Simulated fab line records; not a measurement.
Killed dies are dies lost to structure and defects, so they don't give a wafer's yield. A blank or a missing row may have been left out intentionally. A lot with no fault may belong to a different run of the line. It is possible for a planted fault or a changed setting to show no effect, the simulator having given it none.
Which tool did it? ; flow sky130 ; 11 lots with 33 wafers sampled at 3 steps, on a route of 708 steps

WHAT EACH GAUGE READ, for each wafer
SKY_LI_CONTACT_THK_MEAS_01.
lot;measured;on;LI_CONTACT_HDPCVD_THK (nm)
L596;day 28 03:38;filmMetro-04;928 924 920
L597;day 29 00:23;filmMetro-04;920 930 941
L601;day 30 10:12;filmMetro-01;930 929 915
L603;day 30 19:53;filmMetro-04;713 687 709
L607;day 32 02:11;filmMetro-01;674 681 710
L609;day 32 20:35;filmMetro-01;934 950 919
L611;day 33 07:43;filmMetro-01;915 921 929
L613;day 33 23:59;filmMetro-02;902 928 923
L616;day 34 17:02;filmMetro-04;915 922 928
L617;day 35 16:32;filmMetro-04;922 936 928
L618;day 35 17:25;filmMetro-04;916 923 918

TOOL THAT RAN EACH LOT (tool first, then ch and the chambers of the sampled wafers, then the start)
lot;SKY_SD_N_STRIP_11;SKY_LI_CONTACT_HDPCVD_00
L596;plasmaAsher-03 ch 0,1, day 28 02:46;hdpcvd-02 ch 0,1,2, day 28 03:32
L597;plasmaAsher-03 ch 0,1, day 28 23:31;hdpcvd-02 ch 0,1,2, day 29 00:17
L601;plasmaAsher-02 ch 0,1, day 30 09:20;hdpcvd-02 ch 1,2, day 30 10:05
L603;plasmaAsher-02 ch 0,1, day 30 19:00;hdpcvd-01 ch 0,1,2, day 30 19:46
L607;plasmaAsher-01 ch 0,1, day 32 01:19;hdpcvd-01 ch 0,1, day 32 02:05
L609;plasmaAsher-03 ch 0, day 32 19:43;hdpcvd-02 ch 0,1,2, day 32 20:29
L611;plasmaAsher-03 ch 0,1, day 33 06:51;hdpcvd-02 ch 0,2, day 33 07:37
L613;plasmaAsher-02 ch 0,1, day 33 23:07;hdpcvd-02 ch 0,1, day 33 23:53
L616;plasmaAsher-03 ch 0,1, day 34 16:10;hdpcvd-01 ch 0,1, day 34 16:56
L617;plasmaAsher-02 ch 0,1, day 35 15:39;hdpcvd-01 ch 0,2, day 35 16:25
L618;plasmaAsher-02 ch 0,1, day 35 16:33;hdpcvd-01 ch 0,1, day 35 17:19
- SKY_SD_N_STRIP_11: strips in O2/N2.
- SKY_LI_CONTACT_HDPCVD_00: deposits PSG, target thk 930 nm, time 155 s.

THE ANSWER, worked out from the rows above alone
Rule: the usual values come from the lots themselves. Put in order of their means at a reading, lots are off if they are a third of the lots or fewer, leave a main group of 4 or more, and stand apart from it by a gap of 3 or more times the standard deviation of the main group's means; of several such gaps the widest counts. A main group is skipped when, at the precision printed for the reading in the tables above, its means are all equal. A lot without any number at a reading at which 4 lots or more have one is off too. Where the step has rows for the other lots, those lots are counted as sound.
Off: L603, L607, seen at SKY_LI_CONTACT_THK_MEAS_01 (LI_CONTACT_HDPCVD_THK). Mean 925 nm and standard deviation 5.2 in the main group.
A tool fits if, at a process step before that reading, it ran every lot that is off, and no sound lot after the first of them. Those tools and the gauges at SKY_LI_CONTACT_THK_MEAS_01 are tried in the same way. Of those tried, none fits.

WHAT WAS PUT IN BY THE SIMULATOR
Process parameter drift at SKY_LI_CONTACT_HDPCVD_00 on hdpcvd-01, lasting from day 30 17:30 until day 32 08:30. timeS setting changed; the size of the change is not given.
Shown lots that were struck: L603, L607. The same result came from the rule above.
